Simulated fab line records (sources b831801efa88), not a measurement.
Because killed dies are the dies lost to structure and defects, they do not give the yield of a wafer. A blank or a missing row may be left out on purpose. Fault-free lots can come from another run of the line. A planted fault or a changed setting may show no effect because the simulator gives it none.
fab line records	flow sky130
[record] lots = 24	wafers = 72	last-day = 50
route steps=708 shown METAL1@450 METAL3@569 VIA3@595 METAL4@598 VIA4@652
lots that met no fault: from a run of the same line without faults
start-h: hours from the record's first day to the start of the lot's first wafer shown	wait-h: hours from the lot's prior step to this one	" identical to the entry in the row above	L1.1+2: one row covering several wafers at once	- either no value or no given start	* or withheld: withheld	< > ~ a bound
route shown NAME@n: names a module that has steps shown in the file, with the first one's number in the route	usual: average and standard deviation across the fault-free wafers	same: alike in all rows	chamber/n: place in a boat	sites: each site's reading	_std_site: the values' standard deviation	_edge_site: mean of outer sites minus mean of inner sites	radius-mm: how far each site lies from the wafer's centre	mask NAME#n: copy n	behind: the most recent tool/chamber to have shaped the wafer	hold: why the lot went on hold/how many hours it stayed there/how the hold came to an end	device: transistor that didn't switch, given as n, p or np	end of line: tests run on the same wafers once the route is complete	step lacking rows: just its recipe	killed: at the first sort, the dies lost to defects and structure; wafer yield is something else	map: shows each die of a wafer: x if killed, . if not, _ if none is there
set.NAME: the run value of the setting; set.NAME@STEP: its run value at that earlier step	model.NAME: the simulator's own value behind a step, which no gauge read
a sample of lots followed through the steps of the route, with each step as a table and each wafer as a row
services: a tool's chamber out of use, with start hour (start-h, from the record's first day; less than 0 if before it), hours out, and reason
[[steps]]
[step SKY_METAL1_OVL_MEAS_16]
[usual] METAL1_OVL = 2/5.6
lot.wafer	tool	chamber	start-h	wait-h	METAL1_OVL[nm]
L074.2	overlay-02	-	757.68	0.1	7
L074.4	"	-	"	"	10
L074.5	"	-	"	"	4
L075.1	overlay-01	-	767.38	0.1	1
L075.2	"	-	"	"	-4
L075.3	"	-	"	"	2
L076.1	overlay-02	-	778.22	0.1	-10
L076.5	"	-	"	"	-1
L076.6	"	-	"	"	-2
L077.1	overlay-02	-	779.58	0.1	7
L077.2	"	-	"	"	6
L077.5	"	-	"	"	18
L078.3	overlay-01	-	797.19	0.1	5
L078.5	"	-	"	"	6
L078.6	"	-	"	"	2
L079.1	overlay-02	-	811.23	0.1	2
L079.3	"	-	"	"	-4
L079.4	"	-	"	"	-1
L081.2	overlay-02	-	821.23	0.1	-1
L081.4	"	-	"	"	-2
L081.5	"	-	"	"	-2
L080.2	overlay-01	-	823.65	0.1	6
L080.3	"	-	"	"	2
L080.4	"	-	"	"	1
L082.1	overlay-01	-	826.82	0.1	3
L082.2	"	-	"	"	-5
L082.4	"	-	"	"	-5
L083.2	overlay-02	-	835.98	0.1	1
L083.4	"	-	"	"	-8
L083.6	"	-	"	"	-3
L085.2	overlay-01	-	868.58	0.1	-2
L085.3	"	-	"	"	2
L085.6	"	-	"	"	3
L084.4	overlay-02	-	871.65	0.1	-1
L084.5	"	-	"	"	-13
L084.6	"	-	"	"	-1
L086.1	overlay-01	-	871.75	0.1	10
L086.3	"	-	"	"	8
L086.5	"	-	"	"	8
L087.1	overlay-02	-	872.42	0.1	8
L087.2	"	-	"	"	4
L087.4	"	-	"	"	6
L088.2	overlay-02	-	873.38	0.1	-5
L088.3	"	-	"	"	-5
L088.5	"	-	"	"	-4
L089.1	overlay-01	-	877.17	0.1	3
L089.3	"	-	"	"	0
L089.6	"	-	"	"	1
L090.1	overlay-02	-	882.49	0.1	-4
L090.2	"	-	"	"	-2
L090.5	"	-	"	"	1
L091.2	overlay-01	-	895.69	0.1	7
L091.4	"	-	"	"	4
L091.5	"	-	"	"	4
L092.3	overlay-01	-	916.58	0.1	4
L092.4	"	-	"	"	7
L092.5	"	-	"	"	7
L093.1	overlay-02	-	919.83	0.1	8
L093.4	"	-	"	"	8
L093.5	"	-	"	"	8
L094.3	overlay-01	-	922.03	0.1	8
L094.4	"	-	"	"	8
L094.6	"	-	"	"	6
L095.1	overlay-01	-	926.47	0.1	14
L095.2	"	-	"	"	7
L095.3	"	-	"	"	9
L096.2	overlay-02	-	933.18	0.1	-13
L096.3	"	-	"	"	-10
L096.4	"	-	"	"	-5
L097.2	overlay-01	-	934.98	0.1	10
L097.5	"	-	"	"	-1
L097.6	"	-	"	"	5
[step SKY_METAL3_STRIP_19]
[recipe] chemistry = O2/N2	power-w = 1400	pressure-mtorr = 1500	platen-temp-c = withheld	o2-flow-sccm = 3000	n2-flow-sccm = 300	overash-fraction = 0.5
[usual] drypump-motor-current-A = 5.9/0.44	oes-product-au = 0.501/0.0049	strip-time-to-endpoint-s = 6.52/0.058
lot.wafer	tool	chamber	start-h	wait-h	drypump-motor-current-A	oes-product-au	rf-hours-counter-h	strip-time-to-endpoint-s
L074.2	plasma-asher-03	1	895.87	0.2	6.0	0.492	13	6.39
L074.4	"	0	"	"	6.1	0.495	-	6.39
L074.5	"	1	"	"	6.0	0.498	-	6.40
L075.1	plasma-asher-03	0	907.38	0.1	6.1	0.508	14	6.57
L075.2	"	1	"	"	6.0	0.503	14	6.50
L075.3	"	0	"	"	6.1	0.504	-	6.58
L076.1	plasma-asher-02	1	914.69	0.1	6.0	0.496	109	6.55
L076.5	"	1	"	"	6.0	0.504	-	6.56
L076.6	"	0	"	"	6.4	0.505	-	6.56
L077.1	plasma-asher-01	1	917.62	0.1	4.8	0.499	75	6.52
L077.2	"	0	"	"	5.7	0.500	75	6.53
L077.5	"	0	"	"	5.7	0.499	-	6.46
L078.3	plasma-asher-03	1	933.37	0.1	6.0	0.499	-	6.46
L078.5	"	0	"	"	6.1	0.500	-	6.46
L078.6	"	1	"	"	6.0	0.496	-	6.47
L079.1	plasma-asher-03	1	946.43	0.1	6.0	0.502	18	6.50
L079.3	"	1	"	"	6.0	0.506	-	6.46
L079.4	"	0	"	"	6.1	0.504	-	6.53
L081.2	plasma-asher-02	0	954.99	0.1	6.4	0.502	113	6.49
L081.4	"	0	"	"	6.3	0.492	-	6.45
L081.5	"	1	"	"	6.0	0.506	-	6.54
L080.2	plasma-asher-02	0	957.99	0.1	6.3	0.498	114	6.53
L080.3	"	0	"	"	6.4	0.506	-	6.56
L080.4	"	1	"	"	6.0	0.499	-	6.41
L082.1	plasma-asher-03	1	960.73	0.1	6.0	0.508	20	6.52
L082.2	"	0	"	"	6.1	0.502	20	6.47
L082.4	"	1	"	"	6.0	0.493	-	6.47
L083.2	plasma-asher-03	1	970.23	0.1	6.0	0.515	21	6.61
L083.4	"	0	"	"	6.1	0.499	-	6.51
L083.6	"	1	"	"	6.0	0.506	-	6.58
L085.2	plasma-asher-01	0	999.39	0.1	5.7	0.501	83	6.53
L085.3	"	1	"	"	4.8	0.504	-	6.50
L085.6	"	0	"	"	5.8	0.505	-	6.50
L086.1	plasma-asher-02	1	1001.53	0.1	6.0	0.501	118	6.48
L086.3	"	0	"	"	6.4	0.500	-	6.52
L086.5	"	1	"	"	6.0	0.496	-	6.58
L084.4	plasma-asher-03	0	1002.53	0.1	6.1	0.500	-	6.50
L084.5	"	0	"	"	6.1	0.498	-	6.43
L084.6	"	1	"	"	6.0	0.496	-	6.56
L087.1	plasma-asher-02	0	1004.14	0.1	6.3	0.507	118	6.48
L087.2	"	1	"	"	6.0	0.503	118	6.56
L087.4	"	1	"	"	6.0	0.494	-	6.51
L088.2	plasma-asher-03	1	1004.23	0.1	6.0	0.498	24	6.42
L088.3	"	0	"	"	6.1	0.506	-	6.48
L088.5	"	1	"	"	6.0	0.506	-	6.54
L089.1	plasma-asher-03	1	1006.94	0.1	6.0	0.495	24	6.47
L089.3	"	1	"	"	6.0	0.507	-	6.51
L089.6	"	1	"	"	6.0	0.501	-	6.45
L090.1	plasma-asher-01	0	1010.39	0.1	5.7	0.507	84	6.60
L090.2	"	1	"	"	4.8	0.507	84	6.57
L090.5	"	0	"	"	5.7	0.507	-	6.58
L091.2	plasma-asher-01	0	1021.79	0.1	5.7	0.498	85	6.49
L091.4	"	0	"	"	5.7	0.503	-	6.45
L091.5	"	0	"	"	5.7	0.502	-	6.48
L092.3	plasma-asher-01	0	1041.07	0.1	5.7	0.499	-	6.56
L092.4	"	1	"	"	4.8	0.496	-	6.51
L092.5	"	0	"	"	5.7	0.505	-	6.49
L093.1	plasma-asher-03	0	1043.79	0.1	6.1	0.502	28	6.53
L093.4	"	0	"	"	6.1	0.512	-	6.57
L093.5	"	0	"	"	6.1	0.501	-	6.54
L094.3	plasma-asher-03	0	1047.23	0.1	6.1	0.498	-	6.53
L094.4	"	1	"	"	6.0	0.506	-	6.53
L094.6	"	1	"	"	6.0	0.507	-	6.53
L095.1	plasma-asher-01	0	1051.68	0.1	5.7	0.502	88	6.58
L095.2	"	1	"	"	4.8	0.498	88	6.55
L095.3	"	0	"	"	5.8	0.498	-	6.53
L096.2	plasma-asher-03	1	1057.96	0.1	6.0	0.502	30	6.56
L096.3	"	1	"	"	6.0	0.503	-	6.52
L096.4	"	0	"	"	6.1	0.501	-	6.52
L097.2	plasma-asher-03	1	1058.76	0.2	6.0	0.507	30	6.58
L097.5	"	1	"	"	6.0	0.502	-	6.55
L097.6	"	0	"	"	6.1	0.498	-	6.59
[step SKY_VIA3_RS_MEAS_22]
[recipe] thk-meas-gauge = four-point-probe	reads = W_of_VIA3_CVD_21+TiN_of_VIA3_SPUTTER_20
[usual] VIA3_W_RS = 0.2923/0.0025
lot.wafer	tool	chamber	start-h	wait-h	VIA3_W_RS[ohm/sq]
L074.2	film-metro-03	-	923.65	0.1	0.2920
L074.4	"	-	"	"	0.2916
L074.5	"	-	"	"	0.2902
L075.1	film-metro-01	-	935.27	0.1	0.2883
L075.2	"	-	"	"	0.2883
L075.3	"	-	"	"	0.2941
L076.1	film-metro-04	-	940.79	0.1	0.2899
L076.5	"	-	"	"	0.2896
L076.6	"	-	"	"	0.2914
L077.1	film-metro-04	-	943.74	0.1	0.2893
L077.2	"	-	"	"	0.2909
L077.5	"	-	"	"	0.2913
L078.3	film-metro-01	-	960.06	0.1	0.2950
L078.5	"	-	"	"	0.2936
L078.6	"	-	"	"	0.2921
L079.1	film-metro-01	-	972.60	0.1	0.2914
L079.3	"	-	"	"	0.2931
L079.4	"	-	"	"	0.2931
L081.2	film-metro-04	-	980.99	0.1	0.2903
L081.4	"	-	"	"	0.2909
L081.5	"	-	"	"	0.2919
L080.2	film-metro-04	-	983.60	0.1	0.2960
L080.3	"	-	"	"	0.2942
L080.4	"	-	"	"	0.2967
L082.1	film-metro-03	-	987.22	0.1	0.2888
L082.2	"	-	"	"	0.2926
L082.4	"	-	"	"	0.2933
L083.2	film-metro-01	-	996.00	0.1	0.2933
L083.4	"	-	"	"	0.2908
L083.6	"	-	"	"	0.2968
L085.2	film-metro-03	-	1023.51	0.1	0.2931
L085.3	"	-	"	"	0.2940
L085.6	"	-	"	"	0.2919
L086.1	film-metro-01	-	1026.66	0.1	0.2934
L086.3	"	-	"	"	0.2951
L086.5	"	-	"	"	0.2930
L084.4	film-metro-04	-	1027.98	0.1	0.2864
L084.5	"	-	"	"	0.2867
L084.6	"	-	"	"	0.2892
L087.1	film-metro-03	-	1029.25	0.1	0.2914
L087.2	"	-	"	"	0.2892
L087.4	"	-	"	"	0.2906
L088.2	film-metro-01	-	1029.73	0.1	0.2900
L088.3	"	-	"	"	0.2887
L088.5	"	-	"	"	0.2922
L089.1	film-metro-01	-	1031.68	0.1	0.2948
L089.3	"	-	"	"	0.2917
L089.6	"	-	"	"	0.2949
L090.1	film-metro-04	-	1036.14	0.1	0.2917
L090.2	"	-	"	"	0.2952
L090.5	"	-	"	"	0.3016
L091.2	film-metro-04	-	1046.71	0.1	0.2940
L091.4	"	-	"	"	0.2948
L091.5	"	-	"	"	0.2935
L092.3	film-metro-04	-	1065.26	0.1	0.2952
L092.4	"	-	"	"	0.2985
L092.5	"	-	"	"	0.2941
L093.1	film-metro-04	-	1067.79	0.1	0.2906
L093.4	"	-	"	"	0.2908
L093.5	"	-	"	"	0.2915
L094.3	film-metro-04	-	1070.58	0.1	0.2932
L094.4	"	-	"	"	0.2949
L094.6	"	-	"	"	0.2979
L095.1	film-metro-03	-	1074.64	0.1	0.2933
L095.2	"	-	"	"	0.2935
L095.3	"	-	"	"	0.2971
L096.2	film-metro-03	-	1081.06	0.1	0.2908
L096.3	"	-	"	"	0.2927
L096.4	"	-	"	"	0.2916
L097.2	film-metro-03	-	1081.48	0.1	0.2899
L097.5	"	-	"	"	0.2914
L097.6	"	-	"	"	0.2895
[step SKY_METAL4_SPUTTER_00]
[recipe] material = Ti	target-thk-nm = 15	power-w = 3000	time-s = 10	chamber-pressure-pa = 0.4
[usual] throttle-valve-pct = 30.3/0.88
lot.wafer	tool	chamber	start-h	wait-h	throttle-valve-pct
L074.2	pvd-sputter-02	-	924.14	0.2	29.5
L074.4	"	-	"	"	31.0
L074.5	"	-	"	"	29.4
L075.1	pvd-sputter-03	-	935.75	0.2	30.4
L075.2	"	-	"	"	29.1
L075.3	"	-	"	"	31.1
L076.1	pvd-sputter-03	-	941.27	0.1	30.8
L076.5	"	-	"	"	30.3
L076.6	"	-	"	"	31.1
L077.1	pvd-sputter-03	-	944.22	0.2	30.7
L077.2	"	-	"	"	30.1
L077.5	"	-	"	"	29.2
L078.3	pvd-sputter-04	-	960.50	0.2	30.6
L078.5	"	-	"	"	30.3
L078.6	"	-	"	"	31.3
L079.1	pvd-sputter-03	-	973.09	0.2	30.8
L079.3	"	-	"	"	30.2
L079.4	"	-	"	"	30.2
L081.2	pvd-sputter-04	-	981.45	0.2	31.5
L081.4	"	-	"	"	28.2
L081.5	"	-	"	"	31.7
L080.2	pvd-sputter-04	-	984.06	0.1	28.4
L080.3	"	-	"	"	31.3
L080.4	"	-	"	"	30.2
L082.1	pvd-sputter-03	-	987.70	0.1	29.1
L082.2	"	-	"	"	30.6
L082.4	"	-	"	"	31.0
L083.2	pvd-sputter-02	-	996.46	0.2	30.6
L083.4	"	-	"	"	29.7
L083.6	"	-	"	"	29.7
L085.2	pvd-sputter-03	-	1023.97	0.1	29.3
L085.3	"	-	"	"	30.2
L085.6	"	-	"	"	28.9
L086.1	pvd-sputter-03	-	1027.14	0.2	30.4
L086.3	"	-	"	"	30.4
L086.5	"	-	"	"	30.4
L084.4	pvd-sputter-03	-	1028.42	0.2	29.9
L084.5	"	-	"	"	30.6
L084.6	"	-	"	"	29.2
L087.1	pvd-sputter-03	-	1029.73	0.2	30.3
L087.2	"	-	"	"	29.1
L087.4	"	-	"	"	29.1
L088.2	pvd-sputter-02	-	1030.19	0.2	30.8
L088.3	"	-	"	"	29.8
L088.5	"	-	"	"	29.6
L089.1	pvd-sputter-03	-	1032.16	0.1	30.2
L089.3	"	-	"	"	29.9
L089.6	"	-	"	"	30.0
L090.1	pvd-sputter-02	-	1036.62	0.1	29.7
L090.2	"	-	"	"	31.4
L090.5	"	-	"	"	31.5
L091.2	pvd-sputter-03	-	1047.17	0.2	30.1
L091.4	"	-	"	"	31.0
L091.5	"	-	"	"	30.2
L092.3	pvd-sputter-04	-	1065.70	0.2	28.3
L092.4	"	-	"	"	30.4
L092.5	"	-	"	"	28.4
L093.1	pvd-sputter-02	-	1068.27	0.1	31.4
L093.4	"	-	"	"	30.7
L093.5	"	-	"	"	30.5
L094.3	pvd-sputter-04	-	1071.02	0.2	31.0
L094.4	"	-	"	"	30.4
L094.6	"	-	"	"	31.0
L095.1	pvd-sputter-04	-	1075.12	0.2	30.4
L095.2	"	-	"	"	31.4
L095.3	"	-	"	"	31.2
L096.2	pvd-sputter-02	-	1081.52	0.1	30.7
L096.3	"	-	"	"	30.7
L096.4	"	-	"	"	29.8
L097.2	pvd-sputter-04	-	1081.94	0.2	31.1
L097.5	"	-	"	"	30.9
L097.6	"	-	"	"	31.5
[step SKY_METAL4_ETCH_16]
[recipe] chemistry = N2/H2	target = BARC	ion-energy-ev = 200	bias-w = 100	pressure-mtorr = 30	n2-flow-sccm = 100	h2-flow-sccm = 200	icp-w = 500	stop-on = SiO2	time-s = 88.2	target-depth-a = 600
[usual] drypump-motor-current-A = 5.6/0.34	oes-product-au = 0.626/0.0047	throttle-valve-pct = 13.205/0.0094
lot.wafer	tool	chamber	start-h	wait-h	drypump-motor-current-A	oes-product-au	rf-hours-counter-h	throttle-valve-pct
L074.2	rie-metal-04	0	973.75	0.0	6.3	0.633	9	13.222
L074.4	"	0	"	"	6.3	0.623	-	13.202
L074.5	"	0	"	"	6.3	0.622	-	13.203
L075.1	rie-metal-04	0	984.44	0.0	6.3	0.623	9	13.215
L075.2	"	1	"	"	5.2	0.630	10	13.201
L075.3	"	1	"	"	5.2	0.629	-	13.204
L076.1	rie-metal-04	1	990.00	0.0	5.2	0.623	10	13.213
L076.5	"	0	"	"	6.3	0.626	-	13.195
L076.6	"	1	"	"	5.2	0.626	-	13.206
L077.1	rie-metal-02	0	993.20	0.0	5.4	0.623	5	13.201
L077.2	"	1	"	"	5.7	0.623	18	13.189
L077.5	"	1	"	"	5.7	0.626	-	13.199
L078.3	rie-metal-02	0	1007.37	0.0	5.3	0.622	-	13.198
L078.5	"	1	"	"	5.7	0.628	-	13.201
L078.6	"	0	"	"	5.3	0.628	-	13.208
L079.1	rie-metal-02	1	1019.79	0.0	5.7	0.622	20	13.208
L079.3	"	0	"	"	5.4	0.628	-	13.209
L079.4	"	1	"	"	5.7	0.625	-	13.185
L081.2	rie-metal-03	1	1028.14	0.0	5.7	0.621	19	13.213
L081.4	"	1	"	"	5.7	0.625	-	13.208
L081.5	"	1	"	"	5.7	0.623	-	13.205
L080.2	rie-metal-03	1	1031.10	0.0	5.8	0.621	19	13.190
L080.3	"	1	"	"	5.7	0.625	-	13.204
L080.4	"	0	"	"	5.8	0.620	-	13.196
L082.1	rie-metal-04	1	1034.25	0.0	5.2	0.622	13	13.207
L082.2	"	0	"	"	6.3	0.630	12	13.195
L082.4	"	1	"	"	5.2	0.633	-	13.224
L083.2	rie-metal-03	1	1043.85	0.0	5.7	0.627	20	13.213
L083.4	"	1	"	"	5.8	0.624	-	13.197
L083.6	"	1	"	"	5.8	0.623	-	13.204
L085.2	rie-metal-02	1	1069.34	0.0	5.7	0.636	23	13.198
L085.3	"	1	"	"	5.7	0.634	-	13.204
L085.6	"	1	"	"	5.7	0.619	-	13.206
L086.1	rie-metal-03	1	1072.24	0.0	5.7	0.624	21	13.198
L086.3	"	0	"	"	5.8	0.628	-	13.203
L086.5	"	0	"	"	5.8	0.626	-	13.205
L084.4	rie-metal-03	0	1072.77	0.0	5.8	0.620	-	13.208
L084.5	"	0	"	"	5.7	0.634	-	13.200
L084.6	"	1	"	"	5.7	0.620	-	13.211
L087.1	rie-metal-02	0	1073.44	0.0	5.4	0.630	10	13.200
L087.2	"	1	"	"	5.7	0.631	23	13.209
L087.4	"	0	"	"	5.4	0.626	-	13.205
L088.2	rie-metal-03	1	1074.19	0.0	5.8	0.625	22	13.207
L088.3	"	0	"	"	5.8	0.611	-	13.211
L088.5	"	1	"	"	5.7	0.621	-	13.213
L089.1	rie-metal-02	0	1075.85	0.0	5.4	0.630	10	13.204
L089.3	"	1	"	"	5.7	0.628	-	13.200
L089.6	"	1	"	"	5.7	0.615	-	13.190
L090.1	rie-metal-04	1	1080.50	0.0	5.2	0.630	16	13.201
L090.2	"	0	"	"	6.3	0.616	16	13.201
L090.5	"	0	"	"	6.3	0.626	-	13.213
L091.2	rie-metal-04	1	1095.99	0.0	5.2	0.627	17	13.209
L091.4	"	0	"	"	6.3	0.622	-	13.198
L091.5	"	0	"	"	6.3	0.625	-	13.228
L092.3	rie-metal-02	0	1106.89	0.1	5.4	0.626	-	13.214
L092.4	"	0	"	"	5.4	0.627	-	13.208
L092.5	"	0	"	"	5.4	0.629	-	13.179
L093.1	rie-metal-02	0	1109.48	0.1	5.4	0.630	13	13.194
L093.4	"	0	"	"	5.3	0.624	-	13.230
L093.5	"	0	"	"	5.3	0.618	-	13.202
L094.3	rie-metal-02	0	1111.64	0.1	5.3	0.624	-	13.199
L094.4	"	0	"	"	5.4	0.631	-	13.209
L094.6	"	0	"	"	5.4	0.625	-	13.210
L095.1	rie-metal-02	0	1116.29	0.0	5.4	0.621	14	13.206
L095.2	"	1	"	"	5.7	0.625	0	13.176
L095.3	"	1	"	"	5.7	0.631	-	13.205
L096.2	rie-metal-03	1	1122.39	0.0	5.8	0.623	26	13.214
L096.3	"	1	"	"	5.8	0.625	-	13.201
L096.4	"	0	"	"	5.8	0.629	-	13.202
L097.2	rie-metal-04	1	1123.15	0.0	5.2	0.629	19	13.212
L097.5	"	1	"	"	5.2	0.623	-	13.196
L097.6	"	0	"	"	6.3	0.631	-	13.207
[step SKY_VIA4_STRIP_13]
[recipe] chemistry = O2/N2	power-w = 1400	pressure-mtorr = 1500	platen-temp-c = withheld	o2-flow-sccm = 3000	n2-flow-sccm = 300	overash-fraction = 0.5
[usual] drypump-motor-current-A = 5.7/0.55	oes-product-au = 0.709/0.0041	strip-time-to-endpoint-s = 12.799/0.028
lot.wafer	tool	chamber	start-h	wait-h	drypump-motor-current-A	oes-product-au	rf-hours-counter-h	strip-time-to-endpoint-s
L074.2	plasma-asher-02	0	998.62	-	6.3	0.706	117	12.820
L074.4	"	1	"	"	6.0	0.706	-	12.842
L074.5	"	1	"	"	6.0	0.704	-	12.771
L075.1	plasma-asher-01	1	1009.67	-	4.8	0.707	84	12.791
L075.2	"	0	"	"	5.8	0.713	84	12.712
L075.3	"	1	"	"	4.8	0.704	-	12.767
L076.1	plasma-asher-01	0	1014.26	-	5.7	0.721	84	12.814
L076.5	"	1	"	"	4.8	0.710	-	12.817
L076.6	"	0	"	"	5.7	0.711	-	12.792
L077.1	plasma-asher-01	1	1017.61	-	4.8	0.710	85	12.771
L077.2	"	0	"	"	5.7	0.708	85	12.832
L077.5	"	0	"	"	5.8	0.709	-	12.763
L078.3	plasma-asher-02	1	1032.09	-	6.1	0.709	-	12.805
L078.5	"	1	"	"	6.0	0.709	-	12.833
L078.6	"	0	"	"	6.3	0.710	-	12.812
L079.1	plasma-asher-01	1	1044.07	-	4.8	0.707	87	12.814
L079.3	"	0	"	"	5.8	0.710	-	12.813
L079.4	"	1	"	"	4.8	0.707	-	12.799
L081.2	plasma-asher-02	0	1051.96	-	6.3	0.709	123	12.768
L081.4	"	1	"	"	6.1	0.711	-	12.847
L081.5	"	1	"	"	6.0	0.710	-	12.785
L080.2	plasma-asher-01	1	1053.87	-	4.8	0.709	88	12.765
L080.3	"	0	"	"	5.8	0.701	-	12.779
L080.4	"	1	"	"	4.8	0.704	-	12.779
L082.1	plasma-asher-01	0	1057.82	-	5.7	0.709	88	12.813
L082.2	"	1	"	"	4.8	0.715	88	12.796
L082.4	"	1	"	"	4.8	0.715	-	12.725
L083.2	plasma-asher-03	1	1077.66	-	6.0	0.712	32	12.797
L083.4	"	0	"	"	6.1	0.710	-	12.848
L083.6	"	1	"	"	6.0	0.711	-	12.781
L085.2	plasma-asher-03	1	1091.36	-	6.0	0.714	33	12.832
L085.3	"	1	"	"	6.0	0.706	-	12.748
L085.6	"	1	"	"	6.0	0.705	-	12.829
L086.1	plasma-asher-01	1	1093.61	-	4.8	0.706	92	12.817
L086.3	"	1	"	"	4.8	0.718	-	12.763
L086.5	"	1	"	"	4.8	0.712	-	12.772
L084.4	plasma-asher-02	1	1094.85	-	6.0	0.706	-	12.780
L084.5	"	0	"	"	6.4	0.713	-	12.844
L084.6	"	1	"	"	6.0	0.709	-	12.783
L087.1	plasma-asher-01	0	1095.56	-	5.7	0.712	92	12.798
L087.2	"	1	"	"	4.8	0.719	92	12.821
L087.4	"	1	"	"	4.8	0.711	-	12.843
L088.2	plasma-asher-03	1	1096.16	-	6.0	0.707	33	12.869
L088.3	"	0	"	"	6.1	0.710	-	12.837
L088.5	"	1	"	"	6.0	0.706	-	12.845
L089.1	plasma-asher-02	0	1098.26	-	6.4	0.706	3	12.801
L089.3	"	1	"	"	6.0	0.719	-	12.812
L089.6	"	1	"	"	6.1	0.709	-	12.809
L090.1	plasma-asher-03	0	1102.41	-	6.1	0.706	34	12.774
L090.2	"	1	"	"	6.0	0.715	34	12.760
L090.5	"	0	"	"	6.1	0.714	-	12.789
L091.2	plasma-asher-02	1	1117.86	-	6.0	0.701	5	12.844
L091.4	"	0	"	"	6.4	0.704	-	12.825
L091.5	"	0	"	"	6.3	0.713	-	12.804
L092.3	plasma-asher-03	0	1127.90	-	6.1	0.710	-	12.777
L092.4	"	1	"	"	6.0	0.710	-	12.800
L092.5	"	0	"	"	6.1	0.710	-	12.775
L093.1	plasma-asher-02	1	1131.46	-	6.0	0.712	6	12.813
L093.4	"	0	"	"	6.3	0.706	-	12.808
L093.5	"	1	"	"	6.0	0.708	-	12.823
L094.3	plasma-asher-02	1	1132.95	-	6.0	0.703	-	12.802
L094.4	"	0	"	"	6.4	0.712	-	12.828
L094.6	"	0	"	"	6.3	0.702	-	12.816
L095.1	plasma-asher-01	1	1137.16	-	4.8	0.706	96	12.828
L095.2	"	0	"	"	5.7	0.714	96	12.799
L095.3	"	0	"	"	5.8	0.709	-	12.787
L096.2	plasma-asher-01	1	1143.61	-	4.8	0.703	97	12.784
L096.3	"	1	"	"	4.8	0.713	-	12.755
L096.4	"	0	"	"	5.7	0.708	-	12.785
L097.2	plasma-asher-01	1	1143.87	-	4.8	0.708	97	12.814
L097.5	"	0	"	"	5.8	0.705	-	12.790
L097.6	"	1	"	"	4.8	0.709	-	12.792
[[services]]
tool	chamber	start-h	hours	kind
pvd-sputter-03	-	875.78	9.2	repair
rie-metal-02	1	885.34	4.2	repair
pvd-sputter-03	-	906.00	1.7	repair
rie-metal-04	1	918.18	8.0	repair
pvd-sputter-02	-	919.41	1.2	repair
pvd-sputter-03	-	926.15	2.6	repair
pvd-sputter-03	-	975.28	2.0	repair
rie-metal-02	-	986.59	0.6	repair
plasma-asher-01	-	997.53	1.6	repair
rie-metal-04	-	1015.47	2.8	pm
pvd-sputter-03	2	1024.13	-	consumable-replace:kit
pvd-sputter-03	2	1024.13	18.0	scheduled-down
pvd-sputter-03	2	1024.13	18.0	vent-cycle
plasma-asher-02	-	1055.25	9.0	pm
plasma-asher-02	0	1055.25	9.0	vent-cycle
plasma-asher-02	1	1055.25	9.0	vent-cycle
pvd-sputter-03	-	1056.00	2.7	repair
plasma-asher-02	0	1064.25	-	clean
plasma-asher-02	1	1064.25	-	clean
pvd-sputter-03	-	1070.50	10.9	repair
pvd-sputter-03	-	1075.30	4.4	repair
plasma-asher-02	-	1090.13	2.8	repair
pvd-sputter-03	1	1107.34	-	consumable-replace:kit
rie-metal-02	1	1140.36	3.9	repair
[[key]]
fault none
